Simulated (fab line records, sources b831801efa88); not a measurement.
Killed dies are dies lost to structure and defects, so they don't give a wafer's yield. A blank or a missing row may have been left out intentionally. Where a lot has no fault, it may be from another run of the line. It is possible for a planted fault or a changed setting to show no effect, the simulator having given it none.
Which tool did it? -- flow sky130 -- Sampling: 11 lots, 33 wafers, 3 of 708 route steps

## WHAT THE GAUGES SHOWED, per wafer
SKY_LDD_N_TW_MEAS_17.
lot,measured,on,LDD_N_TW
L403,day 17 16:52,film metro-02,2557 2563 2547
L406,day 18 21:33,film metro-01,2562 2563 2553
L407,day 19 15:11,film metro-03,2634 2648 2634
L408,day 19 23:01,film metro-03,2635 2637 2637
L410,day 20 08:46,film metro-01,2555 2561 2560
L416,day 22 19:23,film metro-02,3041 3023 3031
L418,day 23 04:01,film metro-03,3087 3090 3091
L419,day 23 14:10,film metro-03,2616 2617 2612
L422,day 24 17:01,film metro-01,2567 2547 2573
L424,day 25 09:04,film metro-02,2551 2557 2565
L426,day 25 20:46,film metro-01,2575 2558 2559

## WHICH TOOL RAN EACH LOT (tool, then ch and the chambers of the sampled wafers, then the start)
lot,SKY_LDD_N_IMPLANT_08,SKY_LDD_N_STRIP_16
L403,"implanter-01 ch 0, day 17 15:34","plasma asher-04 ch 0,1, day 17 16:46"
L406,"implanter-01 ch 0, day 18 20:16","plasma asher-01 ch 0,1, day 18 21:26"
L407,"implanter-04 ch 0, day 19 13:53","plasma asher-04 ch 0,1, day 19 15:05"
L408,"implanter-02 ch 0, day 19 21:44","plasma asher-01 ch 0,1, day 19 22:56"
L410,"implanter-01 ch 0, day 20 07:29","plasma asher-01 ch 0,1, day 20 08:40"
L416,"implanter-04 ch 0, day 22 18:05","plasma asher-04 ch 0,1, day 22 19:17"
L418,"implanter-04 ch 0, day 23 02:43","plasma asher-02 ch 0,1, day 23 03:55"
L419,"implanter-01 ch 0, day 23 12:52","plasma asher-04 ch 0,1, day 23 14:04"
L422,"implanter-01 ch 0, day 24 15:44","plasma asher-01 ch 0,1, day 24 16:56"
L424,"implanter-01 ch 0, day 25 07:46","plasma asher-01 ch 0,1, day 25 08:58"
L426,"implanter-02 ch 0, day 25 19:28","plasma asher-04 ch 0,1, day 25 20:40"
- SKY_LDD_N_IMPLANT_08
- SKY_LDD_N_STRIP_16: strips in O2/N2.

## THE ANSWER, worked out from the rows above alone
Rule: usual is defined by the lots themselves. The widest of any qualifying gaps counts: lots, ordered by their means at a reading, are off when they make up no more than a third of the lots, leave a main group of 4 or more, and stand apart from it by 3 or more times the standard deviation of that group's means. A main group is skipped when, at the precision printed for the reading in the tables above, its means are all equal. Also off: a lot with no number at a reading for which 4 or more lots have one. Where the step has rows for the other lots, those lots are counted as sound.
Off: at SKY_LDD_N_TW_MEAS_17 (LDD_N_TW), L416, L418. The main group: mean 2583, standard deviation 34.
If a tool, at a process step before that reading, ran all the lots that are off and no sound lot after the first of them, it fits. Those tools and the gauges at SKY_LDD_N_TW_MEAS_17 are tried in the same way. One fits: implanter-04 at SKY_LDD_N_IMPLANT_08. A fault onset in the window from L407 (day 19 13:53, its last sound lot) to L416 (day 22 18:05, its first lot off) fits.

## WHAT THE SIMULATOR HAD INSERTED
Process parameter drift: implanter-04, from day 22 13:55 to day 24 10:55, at SKY_LDD_N_IMPLANT_08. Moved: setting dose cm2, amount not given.
Shown lots that were struck: L416, L418. This agrees with what the rule above found.
